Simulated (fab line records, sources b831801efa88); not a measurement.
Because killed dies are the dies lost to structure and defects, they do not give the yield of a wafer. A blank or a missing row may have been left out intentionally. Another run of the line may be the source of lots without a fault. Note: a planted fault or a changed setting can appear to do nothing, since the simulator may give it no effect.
A lot that was struck, set against a sound lot ; flow sky130 ; 33 out of 708 route steps
Sound: the wafers L738.1, L738.2, L738.3. Struck: wafers L749.1, L749.3, L749.6. At the end, the cause is stated.
Order at every step that has rows: each side's tool, ch and its chambers, its first start. Under that, the readings that differ: sound wafers ; struck wafers ; difference of the means ; sigmas: that difference in standard deviations of wafers without a fault.
alike: readings with means less than 2 such deviations apart, plus words and numbers identical on both sides. not compared: withheld readings, readings lacking a value on some wafer, bounds such as >300 that could conceal the same value, and numbers that have no deviation in the record and whose values overlap.
The two part at a step that has a row with sigmas, a row that says differs or no value, or rows on one side only. Numbers that have no deviation but don't overlap get no sigmas and don't part them. Lack of a reading on every wafer of one side parts them only where that side has two or more wafers.

SKY_SD_P_CD_MEAS_07: the cd target is 380 nm.
  sound: cd sem-01 at day 27 15:07; struck: cd sem-02 at day 31 19:17
  alike: cd nm
SKY_SD_P_OVL_MEAS_08:
  sound: overlay-02 at day 27 15:14; struck: overlay-02 at day 31 19:24
  alike: SD_P_OVL
after that, 1 step had no rows for these wafers: SKY_SD_P_IMPLANT_09.
SKY_SD_P_STRIP_10: strips in O2/N2.
  sound on plasma asher-03 ch 0,1, day 27 15:26; struck on plasma asher-02 ch 0,1, day 31 19:35
reading;sound;struck;difference;sigmas
strip time to endpoint s (s);17.49 17.46 17.49;17.56 17.56 17.57;+0.08;+2
  alike: chamber pressure mTorr, drypump motor current A, oes product au
  not compared: rf hours counter h
SKY_SD_P_TW_MEAS_11:
  sound: film metro-02 at day 27 15:32; struck: film metro-02 at day 31 19:41
  alike: SD_P_TW
then, 7 steps without rows for these wafers: SKY_RES_XHIGH_DEHYDRATE_00 (time 60 s); SKY_RES_XHIGH_HMDS_01 (prime time 60 s); SKY_RES_XHIGH_COAT_02 (resist thk 1140 nm); SKY_RES_XHIGH_SOFTBAKE_03 (time 60 s); SKY_RES_XHIGH_EXPOSE_04 (exposes mask URPM, target cd 1270 nm); SKY_RES_XHIGH_PEB_05; SKY_RES_XHIGH_DEVELOP_06 (develop time 60 s).
SKY_RES_XHIGH_IMPLANT_07:
  sound on implanter-02 ch 0, day 28 20:05; struck on implanter-03 ch 0, day 32 22:00
reading;sound;struck;difference;sigmas
beam on s (s);37.2 38.3 37.3;20.5 21.6 21.2;-16.5;-9
dose ions cm2;3.6e+14 3.596e+14 3.602e+14;1.819e+14 1.819e+14 1.822e+14;-1.779e+14;-99 or more
  alike: tilt deg
SKY_RES_XHIGH_STRIP_08: strips in O2/N2.
  sound on plasma asher-02 ch 0,1, day 28 20:14; struck on plasma asher-03 ch 0,1, day 32 22:09
reading;sound;struck;difference;sigmas
drypump motor current A (A);6.0 5.2 5.2;6.7 6.8 6.7;+1.3;+2
oes product au (a.u.);0.701 0.707 0.702;0.719 0.712 0.711;+0.011;+2
strip time to endpoint s (s);14.34 14.39 14.37;14.21 14.21 14.18;-0.17;-4
  alike: chamber pressure mTorr
  not compared: rf hours counter h
SKY_RES_XHIGH_TW_MEAS_09:
  sound: film metro-02 at day 28 20:20; struck: film metro-01 at day 32 22:29
reading;sound;struck;difference;sigmas
RES_XHIGH_TW;1594 1601 1603;1328 1333 1328;-270;-19
  not compared: hold
then, 6 steps without rows for these wafers: SKY_SD_N_HMDS_01 (prime time 60 s); SKY_SD_N_COAT_02 (resist thk 1140 nm); SKY_SD_N_SOFTBAKE_03 (time 60 s); SKY_SD_N_EXPOSE_04 (exposes mask NSDM, target cd 380 nm); SKY_SD_N_PEB_05; SKY_SD_N_DEVELOP_06 (develop time 60 s).
SKY_SD_N_CD_MEAS_07: the cd target is 380 nm.
  sound: cd sem-01 at day 30 00:08; struck: cd sem-02 at day 34 01:09
  alike: cd nm
SKY_SD_N_OVL_MEAS_08:
  sound: overlay-01 at day 30 00:15; struck: overlay-01 at day 34 01:16
reading;sound;struck;difference;sigmas
SD_N_OVL (nm);1.2 -0.8 -0.8;5.2 4.3 4.1;+4.7;+3
then, 2 steps without rows for these wafers: SKY_SD_N_IMPLANT_09; SKY_SD_N_IMPLANT_10.
SKY_SD_N_STRIP_11: strips in O2/N2.
  sound on plasma asher-04 ch 0,1, day 30 00:35; struck on plasma asher-04 ch 0,1, day 34 01:41
  alike: chamber pressure mTorr, drypump motor current A, oes product au, strip time to endpoint s
  not compared: rf hours counter h
SKY_SD_N_TW_MEAS_12:
  sound: film metro-02 at day 30 00:41; struck: film metro-01 at day 34 01:47
  alike: SD_N_TW
then, 1 step without rows for these wafers: SKY_SD_N_CLEAN_13 (cleans in SC1/SC2, time 150 s).
SKY_SD_N_RTA_14: time 2 s.
  sound on rtp anneal-01 ch 0, day 30 00:47; struck on rtp anneal-02 ch 0, day 34 01:54
  alike: chamber o2 ppm, lamp power pct, ramp up c per s, wafer_temp_C_max
SKY_SD_N_RS_MEAS_16: a four-point-probe measurement.
  sound: film metro-01 at day 30 00:58; struck: film metro-02 at day 34 02:04
  alike: SD_N_RS
SKY_SD_N_RS_MEAS_17: a four-point-probe measurement.
  sound: film metro-01 at day 30 01:05; struck: film metro-02 at day 34 02:11
reading;sound;struck;difference;sigmas
SD_P_RS (ohm/sq);146.0 146.4 146.5;147.5 147.7 147.3;+1.2;+3
SKY_SD_N_RS_MEAS_18: a four-point-probe measurement.
  sound: film metro-01 at day 30 01:13; struck: film metro-02 at day 34 02:36
reading;sound;struck;difference;sigmas
RES_XHIGH_RS (ohm/sq);332.7 332.9 332.1;575.3 575.0 572.4;+241.7;+99 or more
  not compared: hold
after that, 1 step had no rows for these wafers: SKY_PAD_OPEN_PROBE_99.

WHERE THEY PART
First at SKY_SD_P_STRIP_10; last, within this record, at SKY_SD_N_RS_MEAS_18.

WHY: what the simulator had put in
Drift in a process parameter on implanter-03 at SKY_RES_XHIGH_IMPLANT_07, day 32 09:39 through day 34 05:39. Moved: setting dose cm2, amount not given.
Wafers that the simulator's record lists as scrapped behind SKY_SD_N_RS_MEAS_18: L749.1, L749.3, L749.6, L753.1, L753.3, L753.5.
